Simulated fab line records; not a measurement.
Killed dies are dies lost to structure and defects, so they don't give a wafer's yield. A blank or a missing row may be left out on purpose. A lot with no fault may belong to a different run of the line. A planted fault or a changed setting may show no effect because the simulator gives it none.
fab line records	flow sky130	part 1 of 2: steps 1 to 28 of 38
[record] lots = 5	wafers = 15	last-day = 49
route steps=708 shown GATE_OXIDE@194 POLY_GATE@204 RES_PROTECT@206
lots with no fault: from the same line, run without faults
start-h: the number of hours between the record's first day and the start of the first shown wafer of the lot	wait-h: hours from the lot's prior step to this one	" as in the row above	L1.1+2: a single row standing in for several wafers	- no value, or no start was given	* or withheld: withheld	< > ~ a bound
route shown NAME@n: a module of which the file shows steps, and the number in the route of the first	usual: average and standard deviation across the fault-free wafers	same: alike in all rows	chamber/n: place in a boat	sites: readings site by site	_std_site: their standard deviation	_edge_site: mean of outer sites minus mean of inner sites	radius-mm: for every site, how far away it sits from the centre of the wafer	mask NAME#n: copy n	behind: the last tool/chamber to shape the wafer	hold: what put the lot on hold/how long, in hours/how the hold closed	device: which transistor (n, p or np) failed to switch	end of line: the same wafers' tests at the end of the route	step lacking rows: just its recipe	killed: at the first sort, the dies lost to defects and structure; wafer yield is something else	map: a wafer's dies, x killed, . not, _ none there
set.NAME: the setting as run; set.NAME@STEP: as run at that earlier step	model.NAME: the simulator's own value behind a step, which no gauge read
certain route steps with their lots: each step a table, each wafer a row
services: the hour from which a tool's chamber was out of use, counted from the record's first day as start-h (under 0 if before that day), plus the number of hours and why
[[steps]]
[step SKY_GATE_OXIDE_EXPOSE_07]
[recipe] mask-id = LVOM	na = 0.6	source-shape = conventional	sigma-outer = 0.6	polarization = unpolarized	target-cd-nm = 600	dose-mj = 170
lot.wafer	tool	chamber	start-h	wait-h	mask
L074.1+4+5	iline-stepper-02	0	-	-	LVOM#0
L078.2+3+6	iline-stepper-01	0	-	-	LVOM#0
L084.1+2+6	iline-stepper-02	0	-	-	LVOM#0
L091.3+5+6	iline-stepper-02	0	-	-	LVOM#0
L092.2+4+6	iline-stepper-01	0	-	-	LVOM#0
[step SKY_GATE_OXIDE_PEB_08]
[recipe] temp-c = withheld	time-s = *	resist = NOVOLAK
lot.wafer	tool	chamber	start-h	wait-h
L074.1+4+5	litho-track-03	0	-	-
L078.2+3+6	litho-track-03	0	-	-
L084.1+2+6	litho-track-01	0	-	-
L091.3+5+6	litho-track-02	0	-	-
L092.2+4+6	litho-track-02	0	-	-
[step SKY_GATE_OXIDE_DEVELOP_09]
[recipe] resist = NOVOLAK	developer = TMAH	develop-time-s = 60	dev-temp-c = 23
lot.wafer	tool	chamber	start-h	wait-h
L074.1+4+5	litho-track-03	0	305.58	0.1
L078.2+3+6	litho-track-03	0	340.51	0.1
L084.1+2+6	litho-track-01	0	392.84	0.1
L091.3+5+6	litho-track-02	0	451.83	0.1
L092.2+4+6	litho-track-02	0	456.31	0.1
[step SKY_GATE_OXIDE_OVL_MEAS_10]
[usual] GATE_OXIDE_OVL = -1.0/1.3
lot.wafer	tool	chamber	start-h	wait-h	GATE_OXIDE_OVL[nm]
L074.1	overlay-02	-	305.73	0.1	-4.5
L074.4	"	-	"	"	-1.4
L074.5	"	-	"	"	-3.0
L078.2	overlay-01	-	340.64	0.1	-0.1
L078.3	"	-	"	"	-1.2
L078.6	"	-	"	"	-1.1
L084.1	overlay-01	-	392.99	0.1	-2.6
L084.2	"	-	"	"	-0.7
L084.6	"	-	"	"	-2.0
L091.3	overlay-02	-	451.94	0.1	-1.6
L091.5	"	-	"	"	-2.9
L091.6	"	-	"	"	-3.1
L092.2	overlay-02	-	456.44	0.1	-1.1
L092.4	"	-	"	"	2.2
L092.6	"	-	"	"	-2.5
[step SKY_GATE_OXIDE_IMPLANT_11]
[recipe] species = B	energy-kev = 10	dose-cm2 = 2.6e+12	tilt-deg = withheld
lot.wafer	tool	chamber	start-h	wait-h
L074.1+4+5	implanter-02	0	305.77	0.0
L078.2+3+6	implanter-01	0	340.69	0.0
L084.1+2+6	implanter-04	0	393.02	0.0
L091.3+5+6	implanter-01	0	452.02	0.1
L092.2+4+6	implanter-01	0	456.49	0.0
[step SKY_GATE_OXIDE_WET_ETCH_12]
[recipe] chemistry = dHF	target-depth-nm = 16.8	dry = n2-spin	target = SiO2	dilution = 100:1	temp-c = 25	time-s = 336
[usual] temp-c = 25.01/0.11
lot.wafer	tool	chamber	start-h	wait-h	temp-c
L074.1	wet-bench-01	2	305.92	0.1	24.95
L074.4	"	2	"	"	24.98
L074.5	"	2	"	"	24.90
L078.2	wet-bench-03	2	340.82	0.1	25.06
L078.3	"	2	"	"	24.92
L078.6	"	2	"	"	24.98
L084.1	wet-bench-03	1	393.17	0.1	24.77
L084.2	"	1	"	"	25.00
L084.6	"	1	"	"	24.96
L091.3	wet-bench-03	1	452.12	0.1	25.06
L091.5	"	1	"	"	24.97
L091.6	"	1	"	"	25.06
L092.2	wet-bench-03	3	456.62	0.1	25.08
L092.4	"	3	"	"	25.08
L092.6	"	3	"	"	25.08
[step SKY_GATE_OXIDE_STRIP_13]
[recipe] chemistry = O2/N2	power-w = 1400	pressure-mtorr = 1500	platen-temp-c = withheld	o2-flow-sccm = 3000	n2-flow-sccm = 300	overash-fraction = 0.5
[usual] drypump-motor-current-A = 5.6/0.77	oes-product-au = 0.716/0.0044	strip-time-to-endpoint-s = 14.20/0.036
lot.wafer	tool	chamber	start-h	wait-h	drypump-motor-current-A	oes-product-au	rf-hours-counter-h	strip-time-to-endpoint-s
L074.1	plasma-asher-04	1	306.03	0.0	4.7	0.714	59	14.16
L074.4	"	0	"	"	6.7	0.723	-	14.16
L074.5	"	0	"	"	6.7	0.716	-	14.18
L078.2	plasma-asher-01	1	340.92	0.0	6.2	0.714	22	14.20
L078.3	"	1	"	"	6.2	0.713	-	14.19
L078.6	"	0	"	"	5.2	0.725	-	14.19
L084.1	plasma-asher-04	1	393.27	0.0	4.7	0.719	68	14.21
L084.2	"	0	"	"	6.7	0.721	68	14.24
L084.6	"	1	"	"	4.6	0.712	-	14.19
L091.3	plasma-asher-02	0	452.25	0.0	5.1	0.721	-	14.22
L091.5	"	1	"	"	5.9	0.721	-	14.26
L091.6	"	0	"	"	5.1	0.713	-	14.21
L092.2	plasma-asher-01	0	456.72	0.0	5.2	0.706	34	14.22
L092.4	"	0	"	"	5.2	0.715	-	14.20
L092.6	"	1	"	"	6.2	0.711	-	14.20
[step SKY_GATE_OXIDE_TW_MEAS_14]
[usual] GATE_OXIDE_TW = 224.5/2.7
lot.wafer	tool	chamber	start-h	wait-h	GATE_OXIDE_TW
L074.1	film-metro-02	-	306.13	0.1	222.2
L074.4	"	-	"	"	222.9
L074.5	"	-	"	"	223.2
L078.2	film-metro-03	-	341.03	0.1	228.7
L078.3	"	-	"	"	229.1
L078.6	"	-	"	"	227.1
L084.1	film-metro-04	-	393.37	0.1	219.6
L084.2	"	-	"	"	220.6
L084.6	"	-	"	"	219.6
L091.3	film-metro-03	-	452.34	0.1	229.3
L091.5	"	-	"	"	226.9
L091.6	"	-	"	"	228.5
L092.2	film-metro-02	-	456.83	0.1	224.2
L092.4	"	-	"	"	222.8
L092.6	"	-	"	"	224.5
[step SKY_GATE_OXIDE_CLEAN_15]
[recipe] chemistry = SC1/SC2	mix = 1:4:20	temp-c = 70	time-s = 150	dry = n2-spin
[usual] temp-c = 70.02/0.11
lot.wafer	tool	chamber	start-h	wait-h	temp-c
L074.1	wet-bench-02	2	306.19	0.1	70.00
L074.4	"	2	"	"	69.94
L074.5	"	2	"	"	69.81
L078.2	wet-bench-01	2	341.08	0.0	70.02
L078.3	"	2	"	"	70.03
L078.6	"	2	"	"	69.89
L084.1	wet-bench-02	2	393.43	0.1	69.90
L084.2	"	2	"	"	69.96
L084.6	"	2	"	"	69.96
L091.3	wet-bench-02	0	452.38	0.0	69.87
L091.5	"	0	"	"	69.99
L091.6	"	0	"	"	70.07
L092.2	wet-bench-03	2	456.88	0.0	70.12
L092.4	"	2	"	"	69.99
L092.6	"	2	"	"	70.09
[step SKY_GATE_OXIDE_OXIDATION_16]
[recipe] temp-c = 800	ambient = O2	idle-temp-c = 700	ramp-up-c-per-min = 10	ramp-down-c-per-min = 3	stabilise-s = 600	purge-s = 300	target-thk-a = 35.7	ox-time-s = 1915
[usual] zone-power-upper-pct = 15.55/0.3
lot.wafer	tool	chamber	start-h	wait-h	zone-power-upper-pct
L074.1	furnace-02	0	308.60	2.4	15.59
L074.4	"	0	"	"	15.66
L074.5	"	0	"	"	15.79
L078.2	furnace-01	0	341.63	0.5	15.13
L078.3	"	0	"	"	15.09
L078.6	"	0	"	"	15.30
L084.1	furnace-02	0	395.04	1.6	15.56
L084.2	"	0	"	"	15.94
L084.6	"	0	"	"	15.85
L091.3	furnace-02	0	452.44	0.0	15.66
L091.5	"	0	"	"	15.62
L091.6	"	0	"	"	15.93
L092.2	furnace-01	0	457.66	0.7	15.29
L092.4	"	0	"	"	15.39
L092.6	"	0	"	"	15.29
[step SKY_POLY_GATE_CVD_00]
[recipe] material = poly-Si	target-thk-nm = 180	temp-c = 620	time-s = 720	pressure-mtorr = 200
[usual] zone-power-upper-pct = 9.0/0.48
lot.wafer	tool	chamber	start-h	wait-h	zone-power-upper-pct
L074.1	lpcvd-01	1	310.13	0.0	9.8
L074.4	"	1	"	"	9.8
L074.5	"	1	"	"	9.6
L078.2	lpcvd-01	0	343.16	0.0	8.6
L078.3	"	0	"	"	8.6
L078.6	"	0	"	"	8.7
L084.1	lpcvd-01	0	396.57	0.0	8.7
L084.2	"	0	"	"	8.5
L084.6	"	0	"	"	8.6
L091.3	lpcvd-01	0	453.97	0.0	8.6
L091.5	"	0	"	"	8.6
L091.6	"	0	"	"	8.4
L092.2	lpcvd-01	0	459.19	0.0	8.6
L092.4	"	0	"	"	8.5
L092.6	"	0	"	"	8.6
[step SKY_POLY_GATE_THK_MEAS_01]
[recipe] reads = poly-Si_of_POLY_GATE_CVD_00
[usual] POLY_GATE_CVD_00_THK = 178.6/1.7
lot.wafer	tool	chamber	start-h	wait-h	POLY_GATE_CVD_00_THK[nm]
L074.1	film-metro-01	-	311.33	0.0	175.7
L074.4	"	-	"	"	177.0
L074.5	"	-	"	"	176.5
L078.2	film-metro-04	-	344.97	0.0	178.8
L078.3	"	-	"	"	177.9
L078.6	"	-	"	"	177.7
L084.1	film-metro-02	-	397.77	0.0	183.5
L084.2	"	-	"	"	182.5
L084.6	"	-	"	"	182.8
L091.3	film-metro-01	-	455.19	0.0	178.0
L091.5	"	-	"	"	175.6
L091.6	"	-	"	"	177.2
L092.2	film-metro-04	-	460.40	0.0	178.0
L092.4	"	-	"	"	177.4
L092.6	"	-	"	"	178.9
[step SKY_RES_PROTECT_DEHYDRATE_00]
[recipe] temp-c = 200	time-s = 60
[usual] plate-temp-C = 200.01/0.14
lot.wafer	tool	chamber	start-h	wait-h	plate-temp-C
L074.1	litho-track-01	0	323.59	12.2	200.03
L074.4	"	0	"	"	199.87
L074.5	"	0	"	"	199.76
L078.2	litho-track-04	0	357.91	12.9	199.90
L078.3	"	0	"	"	199.99
L078.6	"	0	"	"	199.91
L084.1	litho-track-02	0	411.58	13.8	200.34
L084.2	"	0	"	"	200.04
L084.6	"	0	"	"	200.10
L091.3	litho-track-01	0	469.84	14.6	200.13
L091.5	"	0	"	"	199.71
L091.6	"	0	"	"	199.73
L092.2	litho-track-01	0	475.16	14.7	199.97
L092.4	"	0	"	"	200.00
L092.6	"	0	"	"	200.17
[step SKY_RES_PROTECT_HMDS_01]
[recipe] prime-time-s = 60	prime-temp-c = 120
[usual] prime-temp-c = 119.99/0.14
lot.wafer	tool	chamber	start-h	wait-h	prime-temp-c
L074.1	litho-track-01	0	323.74	0.1	119.96
L074.4	"	0	"	"	119.90
L074.5	"	0	"	"	119.98
L078.2	litho-track-04	0	358.06	0.1	120.04
L078.3	"	0	"	"	119.85
L078.6	"	0	"	"	120.01
L084.1	litho-track-02	0	411.73	0.1	119.94
L084.2	"	0	"	"	120.09
L084.6	"	0	"	"	120.00
L091.3	litho-track-01	0	469.99	0.1	120.16
L091.5	"	0	"	"	120.17
L091.6	"	0	"	"	119.82
L092.2	litho-track-01	0	475.31	0.1	120.19
L092.4	"	0	"	"	119.74
L092.6	"	0	"	"	119.96
[step SKY_RES_PROTECT_COAT_02]
[recipe] resist = NOVOLAK	spin-rpm = 3000	resist-thk-nm = 1140
[usual] spin-speed-rpm = 2999.6/2.6
lot.wafer	tool	chamber	start-h	wait-h	spin-speed-rpm
L074.1	litho-track-01	0	323.89	0.1	2997.8
L074.4	"	0	"	"	2999.4
L074.5	"	0	"	"	2995.2
L078.2	litho-track-04	0	358.21	0.1	3001.9
L078.3	"	0	"	"	2999.6
L078.6	"	0	"	"	3004.5
L084.1	litho-track-02	0	411.88	0.1	3000.5
L084.2	"	0	"	"	2998.8
L084.6	"	0	"	"	2999.5
L091.3	litho-track-01	0	470.14	0.1	3004.2
L091.5	"	0	"	"	2999.0
L091.6	"	0	"	"	3001.5
L092.2	litho-track-01	0	475.46	0.1	2995.5
L092.4	"	0	"	"	2997.1
L092.6	"	0	"	"	3001.5
[step SKY_RES_PROTECT_SOFTBAKE_03]
[recipe] temp-c = 90	time-s = 60	resist = NOVOLAK
[usual] plate-temp-C = 89.97/0.13
lot.wafer	tool	chamber	start-h	wait-h	plate-temp-C
L074.1	litho-track-01	0	324.04	0.1	90.07
L074.4	"	0	"	"	89.88
L074.5	"	0	"	"	89.78
L078.2	litho-track-04	0	358.36	0.1	90.10
L078.3	"	0	"	"	89.94
L078.6	"	0	"	"	90.02
L084.1	litho-track-02	0	412.03	0.1	90.11
L084.2	"	0	"	"	89.83
L084.6	"	0	"	"	89.86
L091.3	litho-track-01	0	470.29	0.1	90.00
L091.5	"	0	"	"	90.05
L091.6	"	0	"	"	90.16
L092.2	litho-track-01	0	475.61	0.1	89.79
L092.4	"	0	"	"	89.88
L092.6	"	0	"	"	89.80
[step SKY_RES_PROTECT_EXPOSE_04]
[recipe] mask-id = RPM	na = 0.6	source-shape = conventional	sigma-outer = 0.6	polarization = unpolarized	target-cd-nm = 1270	dose-mj = 131
lot.wafer	tool	chamber	start-h	wait-h	mask
L074.1+4+5	iline-stepper-01	0	-	-	RPM#0
L078.2+3+6	iline-stepper-02	0	-	-	RPM#0
L084.1+2+6	iline-stepper-02	0	-	-	RPM#0
L091.3+5+6	iline-stepper-01	0	-	-	RPM#0
L092.2+4+6	iline-stepper-01	0	-	-	RPM#0
[step SKY_RES_PROTECT_PEB_05]
[recipe] temp-c = withheld	time-s = *	resist = NOVOLAK
lot.wafer	tool	chamber	start-h	wait-h
L074.1+4+5	litho-track-04	0	-	-
L078.2+3+6	litho-track-04	0	-	-
L084.1+2+6	litho-track-01	0	-	-
L091.3+5+6	litho-track-01	0	-	-
L092.2+4+6	litho-track-04	0	-	-
[step SKY_RES_PROTECT_DEVELOP_06]
[recipe] resist = NOVOLAK	developer = TMAH	develop-time-s = 60	dev-temp-c = 23
lot.wafer	tool	chamber	start-h	wait-h
L074.1+4+5	litho-track-04	0	336.23	0.1
L078.2+3+6	litho-track-04	0	372.36	0.1
L084.1+2+6	litho-track-01	0	426.69	0.1
L091.3+5+6	litho-track-01	0	485.64	0.1
L092.2+4+6	litho-track-04	0	491.06	0.1
[step SKY_POLY_GATE_IMPLANT_02]
[recipe] species = P	energy-kev = 30	dose-cm2 = 7.7e+15	tilt-deg = 0
lot.wafer	tool	chamber	start-h	wait-h
L074.1+4+5	implanter-02	0	336.38	0.1
L078.2+3+6	implanter-01	0	372.51	0.1
L084.1+2+6	implanter-01	0	426.84	0.1
L091.3+5+6	implanter-02	0	485.79	0.1
L092.2+4+6	implanter-03	0	491.21	0.1
[step SKY_RES_PROTECT_STRIP_07]
[recipe] chemistry = O2/N2	power-w = 1400	pressure-mtorr = 1500	platen-temp-c = withheld	o2-flow-sccm = 3000	n2-flow-sccm = 300	overash-fraction = 0.5
[usual] drypump-motor-current-A = 5.6/0.38	oes-product-au = 0.518/0.0044	strip-time-to-endpoint-s = 23.30/0.037
lot.wafer	tool	chamber	start-h	wait-h	drypump-motor-current-A	oes-product-au	rf-hours-counter-h	strip-time-to-endpoint-s
L074.1	plasma-asher-03	0	336.53	0.1	5.8	0.520	66	23.27
L074.4	"	0	"	"	5.7	0.518	-	23.28
L074.5	"	1	"	"	5.5	0.513	-	23.28
L078.2	plasma-asher-02	1	372.63	0.1	5.9	0.513	55	23.25
L078.3	"	1	"	"	5.9	0.521	-	23.28
L078.6	"	0	"	"	5.1	0.512	-	23.28
L084.1	plasma-asher-02	0	426.99	0.1	5.1	0.518	60	23.34
L084.2	"	1	"	"	5.9	0.516	60	23.31
L084.6	"	1	"	"	5.9	0.523	-	23.32
L091.3	plasma-asher-01	0	485.92	0.1	5.2	0.512	-	23.33
L091.5	"	0	"	"	5.2	0.514	-	23.30
L091.6	"	1	"	"	6.2	0.518	-	23.31
L092.2	plasma-asher-01	0	491.33	0.1	5.2	0.522	36	23.36
L092.4	"	1	"	"	6.2	0.517	-	23.30
L092.6	"	1	"	"	6.2	0.521	-	23.28
[step SKY_RES_PROTECT_TW_MEAS_08]
[usual] POLY_GATE_TW = 4041/55
lot.wafer	tool	chamber	start-h	wait-h	POLY_GATE_TW
L074.1	film-metro-03	-	336.63	0.1	4092
L074.4	"	-	"	"	4108
L074.5	"	-	"	"	4080
L078.2	film-metro-03	-	372.74	0.1	4110
L078.3	"	-	"	"	4115
L078.6	"	-	"	"	4092
L084.1	film-metro-03	-	427.09	0.1	4119
L084.2	"	-	"	"	4134
L084.6	"	-	"	"	4141
L091.3	film-metro-03	-	486.01	0.1	4107
L091.5	"	-	"	"	4066
L091.6	"	-	"	"	4103
L092.2	film-metro-04	-	491.44	0.1	3956
L092.4	"	-	"	"	3987
L092.6	"	-	"	"	3977
[step SKY_RES_PROTECT_CLEAN_09]
[recipe] chemistry = SC1/SC2	mix = 1:4:20	temp-c = 70	time-s = 150	dry = n2-spin
[usual] temp-c = 69.99/0.11
lot.wafer	tool	chamber	start-h	wait-h	temp-c
L074.1	wet-bench-02	2	336.69	0.1	69.86
L074.4	"	2	"	"	69.96
L074.5	"	2	"	"	70.16
L078.2	wet-bench-03	1	372.79	0.0	70.02
L078.3	"	1	"	"	69.84
L078.6	"	1	"	"	69.97
L084.1	wet-bench-02	3	427.15	0.1	69.99
L084.2	"	3	"	"	70.16
L084.6	"	3	"	"	70.04
L091.3	wet-bench-03	2	486.05	0.0	69.95
L091.5	"	2	"	"	69.93
L091.6	"	2	"	"	70.23
L092.2	wet-bench-03	2	491.49	0.0	69.98
L092.4	"	2	"	"	70.03
L092.6	"	2	"	"	70.03
[step SKY_POLY_GATE_CVD_03]
[recipe] material = Si3N4	precursor = DCS/NH3	target-thk-nm = 75	temp-c = 770	time-s = 1290	pressure-mtorr = 250
[usual] zone-power-upper-pct = 13.30/0.27
lot.wafer	tool	chamber	start-h	wait-h	zone-power-upper-pct
L074.1	lpcvd-02	1	336.74	0.0	13.42
L074.4	"	1	"	"	13.48
L074.5	"	1	"	"	13.44
L078.2	lpcvd-02	0	374.04	1.2	13.10
L078.3	"	0	"	"	13.06
L078.6	"	0	"	"	13.08
L084.1	lpcvd-02	0	429.40	2.2	13.14
L084.2	"	0	"	"	12.99
L084.6	"	0	"	"	12.83
L091.3	lpcvd-02	1	486.29	0.2	13.70
L091.5	"	1	"	"	13.43
L091.6	"	1	"	"	13.34
L092.2	lpcvd-02	0	491.54	0.0	12.91
L092.4	"	0	"	"	13.01
L092.6	"	0	"	"	13.01
[step SKY_POLY_GATE_THK_MEAS_04]
[recipe] reads = Si3N4_of_POLY_GATE_CVD_03
[usual] POLY_GATE_CVD_03_THK = 75.3/0.57
lot.wafer	tool	chamber	start-h	wait-h	POLY_GATE_CVD_03_THK[nm]
L074.1	film-metro-04	-	338.10	0.0	74.6
L074.4	"	-	"	"	75.0
L074.5	"	-	"	"	74.8
L078.2	film-metro-04	-	375.41	0.0	75.7
L078.3	"	-	"	"	75.6
L078.6	"	-	"	"	74.5
L084.1	film-metro-01	-	430.76	0.0	75.2
L084.2	"	-	"	"	74.7
L084.6	"	-	"	"	74.8
L091.3	film-metro-04	-	487.67	0.0	74.6
L091.5	"	-	"	"	74.8
L091.6	"	-	"	"	74.8
L092.2	film-metro-04	-	492.91	0.0	75.0
L092.4	"	-	"	"	75.3
L092.6	"	-	"	"	75.3
[step SKY_POLY_GATE_DEHYDRATE_05]
[recipe] temp-c = 200	time-s = 60
[usual] plate-temp-C = 200.03/0.14
lot.wafer	tool	chamber	start-h	wait-h	plate-temp-C
L074.1	litho-track-02	0	351.13	13.0	200.05
L074.4	"	0	"	"	200.19
L074.5	"	0	"	"	199.86
L078.2	litho-track-03	0	388.61	13.2	199.87
L078.3	"	0	"	"	199.84
L078.6	"	0	"	"	199.85
L084.1	litho-track-03	0	445.83	15.1	199.82
L084.2	"	0	"	"	199.83
L084.6	"	0	"	"	199.97
L091.3	litho-track-04	0	501.88	14.2	199.89
L091.5	"	0	"	"	199.98
L091.6	"	0	"	"	199.70
L092.2	litho-track-03	0	507.01	14.1	200.07
L092.4	"	0	"	"	199.98
L092.6	"	0	"	"	200.07
[step SKY_POLY_GATE_HMDS_06]
[recipe] prime-time-s = 60	prime-temp-c = 120
[usual] prime-temp-c = 119.99/0.14
lot.wafer	tool	chamber	start-h	wait-h	prime-temp-c
L074.1	litho-track-02	0	351.28	0.1	119.86
L074.4	"	0	"	"	119.80
L074.5	"	0	"	"	119.77
L078.2	litho-track-03	0	388.76	0.1	119.94
L078.3	"	0	"	"	119.86
L078.6	"	0	"	"	119.63
L084.1	litho-track-03	0	445.98	0.1	119.97
L084.2	"	0	"	"	120.00
L084.6	"	0	"	"	120.11
L091.3	litho-track-04	0	502.03	0.1	120.10
L091.5	"	0	"	"	120.08
L091.6	"	0	"	"	120.05
L092.2	litho-track-03	0	507.16	0.1	120.18
L092.4	"	0	"	"	119.89
L092.6	"	0	"	"	119.98
[step SKY_POLY_GATE_COAT_07]
[recipe] resist = BARC	temp-c = withheld	time-s = withheld	spin-rpm = 3022	resist-thk-nm = 110
[usual] spin-speed-rpm = 3022.1/2.1
lot.wafer	tool	chamber	start-h	wait-h	spin-speed-rpm
L074.1	litho-track-02	0	351.43	0.1	3023.4
L074.4	"	0	"	"	3021.0
L074.5	"	0	"	"	3020.0
L078.2	litho-track-03	0	388.91	0.1	3021.3
L078.3	"	0	"	"	3023.2
L078.6	"	0	"	"	3023.1
L084.1	litho-track-03	0	446.13	0.1	3022.8
L084.2	"	0	"	"	3018.8
L084.6	"	0	"	"	3018.5
L091.3	litho-track-04	0	502.18	0.1	3022.5
L091.5	"	0	"	"	3020.4
L091.6	"	0	"	"	3022.5
L092.2	litho-track-03	0	507.31	0.1	3019.6
L092.4	"	0	"	"	3024.6
L092.6	"	0	"	"	3022.8
